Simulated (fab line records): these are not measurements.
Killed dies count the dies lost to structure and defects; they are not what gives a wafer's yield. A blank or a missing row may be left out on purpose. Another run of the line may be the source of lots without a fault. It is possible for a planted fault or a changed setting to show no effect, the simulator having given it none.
Matching of chambers + flow sky130 + 4 sister chambers for SKY_CONTACT_CMP_27 on cmp-02
The step polishes, stops on SiO2, t overpolish 15 s, target thk 0 nm. 7 wafers are shown with their chamber, then 8 later ones without.

## WAFERS, EACH WITH ITS CHAMBER
| wafer  | chamber | motor current A (A) | time to endpoint s (s) |
|--------|---------|---------------------|------------------------|
| L077.5 | 3       | 10.2                | 85                     |
| L077.6 | 2       | 10.0                | 86                     |
| L078.6 | 1       | 11.6                | 81                     |
| L079.2 | 2       | 9.8                 | 84                     |
| L079.3 | 1       | 10.8                | 85                     |
| L079.4 | 0       | 11.3                | 74                     |
| L084.2 | 0       | 12.0                | 77                     |

## WAFERS MISSING THEIR CHAMBER
| wafer  | motor current A (A) | time to endpoint s (s) |
|--------|---------------------|------------------------|
| L084.4 | 9.9                 | 83                     |
| L084.6 | 10.0                | 81                     |
| L087.3 | 10.7                | 77                     |
| L087.4 | 10.3                | 77                     |
| L087.6 | 11.4                | 70                     |
| L096.4 | 11.0                | 84                     |
| L096.5 | 11.3                | 85                     |
| L096.6 | 9.9                 | 83                     |

## CHAMBER TAKEN BY EACH
| wafer  | from the rows above               | in truth |
|--------|-----------------------------------|----------|
| L084.4 | can't be placed: 2 or 3           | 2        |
| L084.6 | can't be placed: 2 or 3 or 1      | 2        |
| L087.3 | can't be placed: 0 or 1 or 3 or 2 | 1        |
| L087.4 | can't be placed: 0 or 1 or 3 or 2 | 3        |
| L087.6 | 0                                 | 0        |
| L096.4 | can't be placed: 1 or 3 or 2      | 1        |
| L096.5 | can't be placed: 1 or 3           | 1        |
| L096.6 | can't be placed: 2 or 3           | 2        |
Correctly placed: 1 of 8. These rows do not allow placing 7 (true chamber among the candidates in 7). 0 placed wrongly.
How it was worked out, from the rows above alone: a wafer's distance from a chamber is the root of the sum, over the readings, of the square of ((its reading less the chamber's mean) divided by the reading's scatter). If the next closest chamber is less than 2 further off than the closest, the wafer can't be placed; otherwise it belongs to the closest. Each chamber's mean is taken over the wafers shown for it. The scatter: take each reading less its chamber's mean, square it, sum over the shown wafers, divide by the number of wafers less the number of chambers, and take the root.
